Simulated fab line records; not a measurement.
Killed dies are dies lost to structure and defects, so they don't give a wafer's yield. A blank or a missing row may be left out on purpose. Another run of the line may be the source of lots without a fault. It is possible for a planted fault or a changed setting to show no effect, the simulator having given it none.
Problem report in the 8D (eight disciplines) form, filled by code + flow gf180mcu + the parts of the form that need people (team, actions taken, sign-off) are left out

== 1. WHAT IS WRONG ==
Wafers without a fault read 0.716 a.u. with a standard deviation of 0.0041, while oes product au at GF_HV_LDD_STRIP_22 averages 0.896 a.u. across 3 wafers of 1 lot. Measured from the usual mean, that is +44 standard deviations.
The step: strips in O2/N2.
Seen first at day 14 11:26 on plasma asher-01, wafer L469.2. The record has a number at this step for 39 wafers belonging to 13 lots. Rule for "out", or "out of limits": more than 4 standard deviations from the usual mean. The other wafers with a number count as sound.

== 2. WHAT IT IS, WHAT IT ISN'T ==
| question                    | is                     | is not                                                                                                   |
|-----------------------------|------------------------|----------------------------------------------------------------------------------------------------------|
| which readings at this step | oes product au         | drypump motor current A, heater power w                                                                  |
| which lots                  | L469                   | L458, L459, L461, L462, L463, L475, L476, L477, L478, L479, L480, L481                                   |
| which wafers of those lots  | all that have a number | -                                                                                                        |
| read on which tools         | plasma asher-01        | plasma asher-02, plasma asher-04                                                                         |
| when                        | from day 14 11:26      | up to then (15 sound wafers); but 21 sound wafers of L475, L476, L477, L478, L479, L480, L481 came after |

== 3. WHAT RULES OUT EACH SUSPECT ==
Counting: any tool at a process step up to the reading is kept as a suspect provided that every lot that is out went through it and no sound lot did after the first of them.
- plasma asher-01 at GF_HV_LDD_STRIP_22 (strips in O2/N2): ruled out as a lasting fault. Sound lots L477, L478, L479 ran on it after its first lot that is out, L469 (day 14 11:26).
Left after counting: nothing in the record.

== 4. THE CAUSE (what the simulator had put in) ==
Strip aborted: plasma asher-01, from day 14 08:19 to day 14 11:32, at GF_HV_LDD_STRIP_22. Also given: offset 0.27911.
Counting ruled it out, wrongly.

== 5. THE EFFECT CHAIN, in route order ==
Each row: a reading whose mean over the struck wafers that have a number lies more than 3 standard deviations from the usual. Only readings for which the record gives a usual standard deviation are gone through. hours: the time from each lot's start at the first step in this table that gives one to its start at this step, as a median over the lots. sigmas: the change in usual standard deviations.
| hours | step               | reading        | usual      | on struck wafers | change | sigmas |
|-------|--------------------|----------------|------------|------------------|--------|--------|
| 0     | GF_HV_LDD_STRIP_22 | oes product au | 0.716 a.u. | 0.896            | +0.180 | +44    |
Process steps it contains:
- GF_HV_LDD_STRIP_22: strips in O2/N2.
Readings that are blank on the struck wafers while sound wafers have them: strip time to endpoint s at GF_HV_LDD_STRIP_22.

== 6. HOW IT WOULD HAVE BEEN CAUGHT EARLIER ==
In this record the first reading out of limits was taken at day 14 11:26, 3 hours after the fault began at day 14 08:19.
